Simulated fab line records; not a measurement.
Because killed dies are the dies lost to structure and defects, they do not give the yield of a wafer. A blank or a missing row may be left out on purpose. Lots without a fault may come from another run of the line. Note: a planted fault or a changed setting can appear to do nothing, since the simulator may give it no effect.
What tool caused it? || flow sky130 || 24 lots with 72 wafers sampled at 5 steps, on a route of 708 steps

== WHAT THE GAUGES SHOWED, per wafer ==
SKY_METAL2_CD_MEAS_15: target cd 140 nm.
{"lot": "L074", "measured": "day 35 04:26", "on": "cd_sem-01", "cd_nm (nm)": "139.6 137.3 138.8"}
{"lot": "L075", "measured": "day 36 01:23", "on": "cd_sem-01", "cd_nm (nm)": "140.5 139.4 142.5"}
{"lot": "L076", "measured": "day 36 05:14", "on": "cd_sem-02", "cd_nm (nm)": "142.3 142.9 142.0"}
{"lot": "L077", "measured": "day 36 20:40", "on": "cd_sem-02", "cd_nm (nm)": "139.7 140.1 140.5"}
{"lot": "L079", "measured": "day 36 23:47", "on": "cd_sem-02", "cd_nm (nm)": "141.7 141.1 142.0"}
{"lot": "L078", "measured": "day 37 04:31", "on": "cd_sem-01", "cd_nm (nm)": "142.3 141.4 141.1"}
{"lot": "L080", "measured": "day 37 15:09", "on": "cd_sem-01", "cd_nm (nm)": "140.5 140.7 139.6"}
{"lot": "L081", "measured": "day 38 00:58", "on": "cd_sem-01", "cd_nm (nm)": "136.0 138.9 138.2"}
{"lot": "L082", "measured": "day 38 03:00", "on": "cd_sem-01", "cd_nm (nm)": "139.6 140.1 139.2"}
{"lot": "L083", "measured": "day 38 17:00", "on": "cd_sem-02", "cd_nm (nm)": "142.4 142.4 142.7"}
{"lot": "L085", "measured": "day 39 01:35", "on": "cd_sem-01", "cd_nm (nm)": "141.3 139.9 139.9"}
{"lot": "L084", "measured": "day 39 03:25", "on": "cd_sem-01", "cd_nm (nm)": "141.1 141.9 139.5"}
{"lot": "L086", "measured": "day 39 07:29", "on": "cd_sem-01", "cd_nm (nm)": "142.1 142.5 140.4"}
{"lot": "L087", "measured": "day 40 04:20", "on": "cd_sem-01", "cd_nm (nm)": "140.7 142.2 142.2"}
{"lot": "L088", "measured": "day 40 12:52", "on": "cd_sem-02", "cd_nm (nm)": "139.1 141.0 139.8"}
{"lot": "L089", "measured": "day 41 00:19", "on": "cd_sem-01", "cd_nm (nm)": "140.0 140.4 140.0"}
{"lot": "L090", "measured": "day 41 05:00", "on": "cd_sem-01", "cd_nm (nm)": "141.2 140.7 141.6"}
{"lot": "L091", "measured": "day 41 19:05", "on": "cd_sem-02", "cd_nm (nm)": "140.3 142.4 140.6"}
{"lot": "L092", "measured": "day 41 23:59", "on": "cd_sem-01", "cd_nm (nm)": "140.0 141.3 138.0"}
{"lot": "L093", "measured": "day 42 05:47", "on": "cd_sem-01", "cd_nm (nm)": "138.9 140.1 139.9"}
{"lot": "L094", "measured": "day 42 08:06", "on": "cd_sem-01", "cd_nm (nm)": "139.6 139.0 139.8"}
{"lot": "L096", "measured": "day 42 11:47", "on": "cd_sem-02", "cd_nm (nm)": "140.9 142.4 140.1"}
{"lot": "L095", "measured": "day 42 14:26", "on": "cd_sem-01", "cd_nm (nm)": "140.4 139.7 139.7"}
{"lot": "L097", "measured": "day 42 17:32", "on": "cd_sem-01", "cd_nm (nm)": "139.0 140.0 139.7"}

SKY_VIA3_BOW_MEAS_03.
{"lot": "L074", "measured": "day 38 16:34", "on": "film_metro-01", "VIA3_BOW (um)": "95 92 92"}
{"lot": "L075", "measured": "day 39 14:19", "on": "film_metro-04", "VIA3_BOW (um)": "81 79 66"}
{"lot": "L076", "measured": "day 39 15:29", "on": "film_metro-04", "VIA3_BOW (um)": "88 96 95"}
{"lot": "L077", "measured": "day 40 06:58", "on": "film_metro-01", "VIA3_BOW (um)": "65 74 94"}
{"lot": "L079", "measured": "day 40 09:50", "on": "film_metro-01", "VIA3_BOW (um)": "71 83 77"}
{"lot": "L078", "measured": "day 40 15:15", "on": "film_metro-04", "VIA3_BOW (um)": "85 83 88"}
{"lot": "L080", "measured": "day 40 23:55", "on": "film_metro-02", "VIA3_BOW (um)": "81 76 74"}
{"lot": "L081", "measured": "day 41 10:09", "on": "film_metro-02", "VIA3_BOW (um)": "82 85 88"}
{"lot": "L082", "measured": "day 41 11:47", "on": "film_metro-04", "VIA3_BOW (um)": "91 100 81"}
{"lot": "L083", "measured": "day 42 01:28", "on": "film_metro-04", "VIA3_BOW (um)": "68 69 66"}
{"lot": "L085", "measured": "day 42 09:17", "on": "film_metro-02", "VIA3_BOW (um)": "75 64 96"}
{"lot": "L084", "measured": "day 42 11:04", "on": "film_metro-04", "VIA3_BOW (um)": "64 79 84"}
{"lot": "L086", "measured": "day 42 15:38", "on": "film_metro-04", "VIA3_BOW (um)": "85 75 88"}
{"lot": "L087", "measured": "day 43 11:31", "on": "film_metro-02", "VIA3_BOW (um)": "90 86 90"}
{"lot": "L088", "measured": "day 43 17:42", "on": "film_metro-04", "VIA3_BOW (um)": "79 80 76"}
{"lot": "L089", "measured": "day 44 05:01", "on": "film_metro-04", "VIA3_BOW (um)": "86 89 69"}
{"lot": "L090", "measured": "day 44 09:34", "on": "film_metro-04", "VIA3_BOW (um)": "70 90 64"}
{"lot": "L091", "measured": "day 44 22:04", "on": "film_metro-01", "VIA3_BOW (um)": "84 80 89"}
{"lot": "L092", "measured": "day 45 02:55", "on": "film_metro-02", "VIA3_BOW (um)": "89 89 75"}
{"lot": "L093", "measured": "day 45 08:49", "on": "film_metro-01", "VIA3_BOW (um)": "68 87 77"}
{"lot": "L094", "measured": "day 45 10:34", "on": "film_metro-02", "VIA3_BOW (um)": "75 76 81"}
{"lot": "L096", "measured": "day 45 14:00", "on": "film_metro-02", "VIA3_BOW (um)": "89 86 85"}
{"lot": "L095", "measured": "day 45 16:46", "on": "film_metro-04", "VIA3_BOW (um)": "82 74 82"}
{"lot": "L097", "measured": "day 45 18:39", "on": "film_metro-02", "VIA3_BOW (um)": "95 75 82"}

== WHAT TOOL EACH LOT RAN ON (gives the tool, then ch and the chambers of the sampled wafers, and finally the start) ==
{"lot": "L074", "SKY_METAL1_SPUTTER_02": "pvd_sputter-01, day 31 15:36", "SKY_METAL2_STRIP_20": "plasma_asher-04 ch 0,1, day 35 04:46", "SKY_CAPM_CVD_00": "pecvd-02 ch 0,1, day 36 10:37"}
{"lot": "L075", "SKY_METAL1_SPUTTER_02": "pvd_sputter-02, day 32 12:53", "SKY_METAL2_STRIP_20": "plasma_asher-04 ch 0,1, day 36 01:43", "SKY_CAPM_CVD_00": "pecvd-03 ch 0,1,2, day 37 07:05"}
{"lot": "L076", "SKY_METAL1_SPUTTER_02": "pvd_sputter-02, day 32 18:32", "SKY_METAL2_STRIP_20": "plasma_asher-01 ch 0,1, day 36 05:34", "SKY_CAPM_CVD_00": "pecvd-01 ch 0,1,2, day 37 10:46"}
{"lot": "L077", "SKY_METAL1_SPUTTER_02": "pvd_sputter-04, day 33 10:17", "SKY_METAL2_STRIP_20": "plasma_asher-03 ch 0,1, day 36 21:11", "SKY_CAPM_CVD_00": "pecvd-03 ch 0,1,2, day 38 01:59"}
{"lot": "L079", "SKY_METAL1_SPUTTER_02": "pvd_sputter-01, day 33 14:08", "SKY_METAL2_STRIP_20": "plasma_asher-03 ch 0,1, day 37 00:07", "SKY_CAPM_CVD_00": "pecvd-01 ch 0,2, day 38 05:02"}
{"lot": "L078", "SKY_METAL1_SPUTTER_02": "pvd_sputter-01, day 33 17:16", "SKY_METAL2_STRIP_20": "plasma_asher-03 ch 0,1, day 37 04:51", "SKY_CAPM_CVD_00": "pecvd-03 ch 0,2, day 38 09:25"}
{"lot": "L080", "SKY_METAL1_SPUTTER_02": "pvd_sputter-04, day 34 04:52", "SKY_METAL2_STRIP_20": "plasma_asher-04 ch 0,1, day 37 15:28", "SKY_CAPM_CVD_00": "pecvd-03 ch 0,1, day 38 19:23"}
{"lot": "L081", "SKY_METAL1_SPUTTER_02": "pvd_sputter-04, day 34 15:13", "SKY_METAL2_STRIP_20": "plasma_asher-03 ch 0,1, day 38 01:18", "SKY_CAPM_CVD_00": "pecvd-02 ch 0,2, day 39 05:46"}
{"lot": "L082", "SKY_METAL1_SPUTTER_02": "pvd_sputter-02, day 34 16:10", "SKY_METAL2_STRIP_20": "plasma_asher-01 ch 1, day 38 03:19", "SKY_CAPM_CVD_00": "pecvd-01 ch 1,2, day 39 07:17"}
{"lot": "L083", "SKY_METAL1_SPUTTER_02": "pvd_sputter-02, day 35 07:36", "SKY_METAL2_STRIP_20": "plasma_asher-01 ch 0,1, day 38 17:20", "SKY_CAPM_CVD_00": "pecvd-03 ch 0,1, day 39 21:25"}
{"lot": "L085", "SKY_METAL1_SPUTTER_02": "pvd_sputter-04, day 35 16:24", "SKY_METAL2_STRIP_20": "plasma_asher-03 ch 0,1, day 39 01:55", "SKY_CAPM_CVD_00": "pecvd-01 ch 1,2, day 40 06:11"}
{"lot": "L084", "SKY_METAL1_SPUTTER_02": "pvd_sputter-02, day 35 17:11", "SKY_METAL2_STRIP_20": "plasma_asher-01 ch 0,1, day 39 03:45", "SKY_CAPM_CVD_00": "pecvd-03 ch 0,1,2, day 40 07:59"}
{"lot": "L086", "SKY_METAL1_SPUTTER_02": "pvd_sputter-02, day 35 23:26", "SKY_METAL2_STRIP_20": "plasma_asher-01 ch 0,1, day 39 07:49", "SKY_CAPM_CVD_00": "pecvd-02 ch 0,1,2, day 40 11:37"}
{"lot": "L087", "SKY_METAL1_SPUTTER_02": "pvd_sputter-02, day 36 20:28", "SKY_METAL2_STRIP_20": "plasma_asher-04 ch 0,1, day 40 04:51", "SKY_CAPM_CVD_00": "pecvd-03 ch 0,2, day 41 08:53"}
{"lot": "L088", "SKY_METAL1_SPUTTER_02": "pvd_sputter-02, day 37 04:15", "SKY_METAL2_STRIP_20": "plasma_asher-03 ch 0,1, day 40 13:13", "SKY_CAPM_CVD_00": "pecvd-01 ch 0,1,2, day 41 16:19"}
{"lot": "L089", "SKY_METAL1_SPUTTER_02": "pvd_sputter-04, day 37 18:13", "SKY_METAL2_STRIP_20": "plasma_asher-03 ch 0,1, day 41 00:40", "SKY_CAPM_CVD_00": "pecvd-02 ch 0,1, day 42 03:59"}
{"lot": "L090", "SKY_METAL1_SPUTTER_02": "pvd_sputter-04, day 37 21:02", "SKY_METAL2_STRIP_20": "plasma_asher-04 ch 0, day 41 05:20", "SKY_CAPM_CVD_00": "pecvd-02 ch 0,2, day 42 08:40"}
{"lot": "L091", "SKY_METAL1_SPUTTER_02": "pvd_sputter-02, day 38 12:50", "SKY_METAL2_STRIP_20": "plasma_asher-03 ch 0, day 41 19:26", "SKY_CAPM_CVD_00": "pecvd-03 ch 0,2, day 42 22:01"}
{"lot": "L092", "SKY_METAL1_SPUTTER_02": "pvd_sputter-04, day 38 17:13", "SKY_METAL2_STRIP_20": "plasma_asher-01 ch 0,1, day 42 00:20", "SKY_CAPM_CVD_00": "pecvd-01 ch 0,1, day 43 02:49"}
{"lot": "L093", "SKY_METAL1_SPUTTER_02": "pvd_sputter-01, day 38 22:59", "SKY_METAL2_STRIP_20": "plasma_asher-03 ch 0,1, day 42 06:08", "SKY_CAPM_CVD_00": "pecvd-03 ch 0,2, day 43 08:43"}
{"lot": "L094", "SKY_METAL1_SPUTTER_02": "pvd_sputter-04, day 39 02:29", "SKY_METAL2_STRIP_20": "plasma_asher-04 ch 0,1, day 42 08:26", "SKY_CAPM_CVD_00": "pecvd-03 ch 2, day 43 11:04"}
{"lot": "L096", "SKY_METAL1_SPUTTER_02": "pvd_sputter-01, day 39 05:21", "SKY_METAL2_STRIP_20": "plasma_asher-01 ch 0,1, day 42 12:07", "SKY_CAPM_CVD_00": "pecvd-03 ch 0,2, day 43 14:44"}
{"lot": "L095", "SKY_METAL1_SPUTTER_02": "pvd_sputter-01, day 39 08:33", "SKY_METAL2_STRIP_20": "plasma_asher-01 ch 0,1, day 42 14:45", "SKY_CAPM_CVD_00": "pecvd-03 ch 0,2, day 43 17:25"}
{"lot": "L097", "SKY_METAL1_SPUTTER_02": "pvd_sputter-04, day 39 12:13", "SKY_METAL2_STRIP_20": "plasma_asher-04 ch 0,1, day 42 17:52", "SKY_CAPM_CVD_00": "pecvd-01 ch 1,2, day 43 19:35"}
- SKY_METAL1_SPUTTER_02: material AlCu, target thk 250 nm, time 13.3 s.
- SKY_METAL2_STRIP_20: strips in O2/N2.
- SKY_CAPM_CVD_00: deposits SiO2, target thk 15.5 nm.

== WHAT THE TOOLS THEMSELVES READ (means of the sampled wafers that have a number; where no wafer has one, the mark that the record gives instead) ==
SKY_METAL1_SPUTTER_02.
{"lot": "L074", "tool": "pvd_sputter-01", "chamber_pressure_pa (Pa)": 0.3997, "throttle_valve_pct (%)": 29.8}
{"lot": "L075", "tool": "pvd_sputter-02", "chamber_pressure_pa (Pa)": 0.4012, "throttle_valve_pct (%)": 30.2}
{"lot": "L076", "tool": "pvd_sputter-02", "chamber_pressure_pa (Pa)": 0.4008, "throttle_valve_pct (%)": 30.3}
{"lot": "L077", "tool": "pvd_sputter-04", "chamber_pressure_pa (Pa)": 0.3999, "throttle_valve_pct (%)": 30.4}
{"lot": "L079", "tool": "pvd_sputter-01", "chamber_pressure_pa (Pa)": 0.4005, "throttle_valve_pct (%)": 29.3}
{"lot": "L078", "tool": "pvd_sputter-01", "chamber_pressure_pa (Pa)": 0.3995, "throttle_valve_pct (%)": 30.7}
{"lot": "L080", "tool": "pvd_sputter-04", "chamber_pressure_pa (Pa)": 0.4007, "throttle_valve_pct (%)": 29.9}
{"lot": "L081", "tool": "pvd_sputter-04", "chamber_pressure_pa (Pa)": 0.3993, "throttle_valve_pct (%)": 31.0}
{"lot": "L082", "tool": "pvd_sputter-02", "chamber_pressure_pa (Pa)": 0.3998, "throttle_valve_pct (%)": 29.6}
{"lot": "L083", "tool": "pvd_sputter-02", "chamber_pressure_pa (Pa)": 0.3997, "throttle_valve_pct (%)": 28.7}
{"lot": "L085", "tool": "pvd_sputter-04", "chamber_pressure_pa (Pa)": 0.3996, "throttle_valve_pct (%)": 30.7}
{"lot": "L084", "tool": "pvd_sputter-02", "chamber_pressure_pa (Pa)": 0.3999, "throttle_valve_pct (%)": 30.2}
{"lot": "L086", "tool": "pvd_sputter-02", "chamber_pressure_pa (Pa)": 0.4008, "throttle_valve_pct (%)": 29.4}
{"lot": "L087", "tool": "pvd_sputter-02", "chamber_pressure_pa (Pa)": 0.3994, "throttle_valve_pct (%)": 29.5}
{"lot": "L088", "tool": "pvd_sputter-02", "chamber_pressure_pa (Pa)": 0.3995, "throttle_valve_pct (%)": 30.2}
{"lot": "L089", "tool": "pvd_sputter-04", "chamber_pressure_pa (Pa)": 0.4001, "throttle_valve_pct (%)": 29.8}
{"lot": "L090", "tool": "pvd_sputter-04", "chamber_pressure_pa (Pa)": 0.3997, "throttle_valve_pct (%)": 29.8}
{"lot": "L091", "tool": "pvd_sputter-02", "chamber_pressure_pa (Pa)": 0.3997, "throttle_valve_pct (%)": 29.4}
{"lot": "L092", "tool": "pvd_sputter-04", "chamber_pressure_pa (Pa)": 0.3996, "throttle_valve_pct (%)": 30.8}
{"lot": "L093", "tool": "pvd_sputter-01", "chamber_pressure_pa (Pa)": 0.4001, "throttle_valve_pct (%)": 30.2}
{"lot": "L094", "tool": "pvd_sputter-04", "chamber_pressure_pa (Pa)": 0.4001, "throttle_valve_pct (%)": 30.0}
{"lot": "L096", "tool": "pvd_sputter-01", "chamber_pressure_pa (Pa)": 0.3997, "throttle_valve_pct (%)": 29.1}
{"lot": "L095", "tool": "pvd_sputter-01", "chamber_pressure_pa (Pa)": 0.4003, "throttle_valve_pct (%)": 29.8}
{"lot": "L097", "tool": "pvd_sputter-04", "chamber_pressure_pa (Pa)": 0.3995, "throttle_valve_pct (%)": 30.0}

SKY_METAL2_STRIP_20.
{"lot": "L074", "tool": "plasma_asher-04", "drypump_motor_current_A (A)": 5.1, "o2_flow_sccm (sccm)": 3003, "oes_product_au (a.u.)": 0.342, "strip_time_to_endpoint_s (s)": 2.70}
{"lot": "L075", "tool": "plasma_asher-04", "drypump_motor_current_A (A)": 5.0, "o2_flow_sccm (sccm)": 2996, "oes_product_au (a.u.)": 0.342, "strip_time_to_endpoint_s (s)": 2.76}
{"lot": "L076", "tool": "plasma_asher-01", "drypump_motor_current_A (A)": 5.1, "o2_flow_sccm (sccm)": 2996, "oes_product_au (a.u.)": 0.343, "strip_time_to_endpoint_s (s)": 2.70}
{"lot": "L077", "tool": "plasma_asher-03", "drypump_motor_current_A (A)": 6.0, "o2_flow_sccm (sccm)": 2992, "oes_product_au (a.u.)": 0.332, "strip_time_to_endpoint_s (s)": 2.62}
{"lot": "L079", "tool": "plasma_asher-03", "drypump_motor_current_A (A)": 6.0, "o2_flow_sccm (sccm)": 3000, "oes_product_au (a.u.)": 0.338, "strip_time_to_endpoint_s (s)": 2.60}
{"lot": "L078", "tool": "plasma_asher-03", "drypump_motor_current_A (A)": 6.0, "o2_flow_sccm (sccm)": 3007, "oes_product_au (a.u.)": 0.348, "strip_time_to_endpoint_s (s)": 2.71}
{"lot": "L080", "tool": "plasma_asher-04", "drypump_motor_current_A (A)": 5.0, "o2_flow_sccm (sccm)": 2993, "oes_product_au (a.u.)": 0.337, "strip_time_to_endpoint_s (s)": 2.59}
{"lot": "L081", "tool": "plasma_asher-03", "drypump_motor_current_A (A)": 6.1, "o2_flow_sccm (sccm)": 3004, "oes_product_au (a.u.)": 0.351, "strip_time_to_endpoint_s (s)": 2.76}
{"lot": "L082", "tool": "plasma_asher-01", "drypump_motor_current_A (A)": 4.8, "o2_flow_sccm (sccm)": 2996, "oes_product_au (a.u.)": 0.345, "strip_time_to_endpoint_s (s)": 2.67}
{"lot": "L083", "tool": "plasma_asher-01", "drypump_motor_current_A (A)": 5.1, "o2_flow_sccm (sccm)": 2999, "oes_product_au (a.u.)": 0.339, "strip_time_to_endpoint_s (s)": 2.70}
{"lot": "L085", "tool": "plasma_asher-03", "drypump_motor_current_A (A)": 6.1, "o2_flow_sccm (sccm)": 2997, "oes_product_au (a.u.)": 0.339, "strip_time_to_endpoint_s (s)": 2.70}
{"lot": "L084", "tool": "plasma_asher-01", "drypump_motor_current_A (A)": 5.1, "o2_flow_sccm (sccm)": 3006, "oes_product_au (a.u.)": 0.347, "strip_time_to_endpoint_s (s)": 2.73}
{"lot": "L086", "tool": "plasma_asher-01", "drypump_motor_current_A (A)": 5.4, "o2_flow_sccm (sccm)": 3001, "oes_product_au (a.u.)": 0.342, "strip_time_to_endpoint_s (s)": 2.65}
{"lot": "L087", "tool": "plasma_asher-04", "drypump_motor_current_A (A)": 5.0, "o2_flow_sccm (sccm)": 2993, "oes_product_au (a.u.)": 0.338, "strip_time_to_endpoint_s (s)": 2.64}
{"lot": "L088", "tool": "plasma_asher-03", "drypump_motor_current_A (A)": 6.0, "o2_flow_sccm (sccm)": 2993, "oes_product_au (a.u.)": 0.342, "strip_time_to_endpoint_s (s)": 2.67}
{"lot": "L089", "tool": "plasma_asher-03", "drypump_motor_current_A (A)": 6.1, "o2_flow_sccm (sccm)": 2999, "oes_product_au (a.u.)": 0.350, "strip_time_to_endpoint_s (s)": 2.72}
{"lot": "L090", "tool": "plasma_asher-04", "drypump_motor_current_A (A)": 5.2, "o2_flow_sccm (sccm)": 2999, "oes_product_au (a.u.)": 0.343, "strip_time_to_endpoint_s (s)": 2.74}
{"lot": "L091", "tool": "plasma_asher-03", "drypump_motor_current_A (A)": 6.4, "o2_flow_sccm (sccm)": 2995, "oes_product_au (a.u.)": 0.348, "strip_time_to_endpoint_s (s)": 2.70}
{"lot": "L092", "tool": "plasma_asher-01", "drypump_motor_current_A (A)": 5.1, "o2_flow_sccm (sccm)": 2989, "oes_product_au (a.u.)": 0.341, "strip_time_to_endpoint_s (s)": 2.70}
{"lot": "L093", "tool": "plasma_asher-03", "drypump_motor_current_A (A)": 6.1, "o2_flow_sccm (sccm)": 2995, "oes_product_au (a.u.)": 0.339, "strip_time_to_endpoint_s (s)": 2.65}
{"lot": "L094", "tool": "plasma_asher-04", "drypump_motor_current_A (A)": 5.1, "o2_flow_sccm (sccm)": 2993, "oes_product_au (a.u.)": 0.341, "strip_time_to_endpoint_s (s)": 2.65}
{"lot": "L096", "tool": "plasma_asher-01", "drypump_motor_current_A (A)": 5.4, "o2_flow_sccm (sccm)": 3000, "oes_product_au (a.u.)": 0.342, "strip_time_to_endpoint_s (s)": 2.67}
{"lot": "L095", "tool": "plasma_asher-01", "drypump_motor_current_A (A)": 5.1, "o2_flow_sccm (sccm)": 2992, "oes_product_au (a.u.)": 0.344, "strip_time_to_endpoint_s (s)": 2.66}
{"lot": "L097", "tool": "plasma_asher-04", "drypump_motor_current_A (A)": 5.0, "o2_flow_sccm (sccm)": 2984, "oes_product_au (a.u.)": 0.342, "strip_time_to_endpoint_s (s)": 2.66}

SKY_CAPM_CVD_00.
{"lot": "L074", "tool": "pecvd-02", "heater_power_w (W)": 695}
{"lot": "L075", "tool": "pecvd-03", "heater_power_w (W)": 699}
{"lot": "L076", "tool": "pecvd-01", "heater_power_w (W)": 737}
{"lot": "L077", "tool": "pecvd-03", "heater_power_w (W)": 642}
{"lot": "L079", "tool": "pecvd-01", "heater_power_w (W)": 786}
{"lot": "L078", "tool": "pecvd-03", "heater_power_w (W)": 634}
{"lot": "L080", "tool": "pecvd-03", "heater_power_w (W)": 684}
{"lot": "L081", "tool": "pecvd-02", "heater_power_w (W)": 739}
{"lot": "L082", "tool": "pecvd-01", "heater_power_w (W)": 648}
{"lot": "L083", "tool": "pecvd-03", "heater_power_w (W)": 713}
{"lot": "L085", "tool": "pecvd-01", "heater_power_w (W)": 676}
{"lot": "L084", "tool": "pecvd-03", "heater_power_w (W)": 648}
{"lot": "L086", "tool": "pecvd-02", "heater_power_w (W)": 677}
{"lot": "L087", "tool": "pecvd-03", "heater_power_w (W)": 605}
{"lot": "L088", "tool": "pecvd-01", "heater_power_w (W)": 714}
{"lot": "L089", "tool": "pecvd-02", "heater_power_w (W)": 685}
{"lot": "L090", "tool": "pecvd-02", "heater_power_w (W)": 693}
{"lot": "L091", "tool": "pecvd-03", "heater_power_w (W)": 632}
{"lot": "L092", "tool": "pecvd-01", "heater_power_w (W)": 751}
{"lot": "L093", "tool": "pecvd-03", "heater_power_w (W)": 609}
{"lot": "L094", "tool": "pecvd-03", "heater_power_w (W)": 677}
{"lot": "L096", "tool": "pecvd-03", "heater_power_w (W)": 666}
{"lot": "L095", "tool": "pecvd-03", "heater_power_w (W)": 669}
{"lot": "L097", "tool": "pecvd-01", "heater_power_w (W)": 590}

== THE ANSWER, worked out from the rows above alone ==
Rule: the lots themselves supply what counts as usual. Put in order of their means at a reading, lots are off if they are a third of the lots or fewer, leave a main group of 4 or more, and stand apart from it by a gap of 3 or more times the standard deviation of the main group's means; of several such gaps the widest counts. Not used: any main group whose means are identical at the precision the tables above print for the reading. Also off: a lot with no number at a reading for which 4 or more lots have one. All remaining lots with rows at the step are treated as sound. Order of review: gauges by route order, followed by the tools' own readings, for which a lot's mean as printed above is used. At the first step where some lot is off, the reading lying furthest off is the one used; lots without a number count as furthest.
None of the lots is off at any reading shown; this tells nothing.

== WHAT THE SIMULATOR PUT IN ==
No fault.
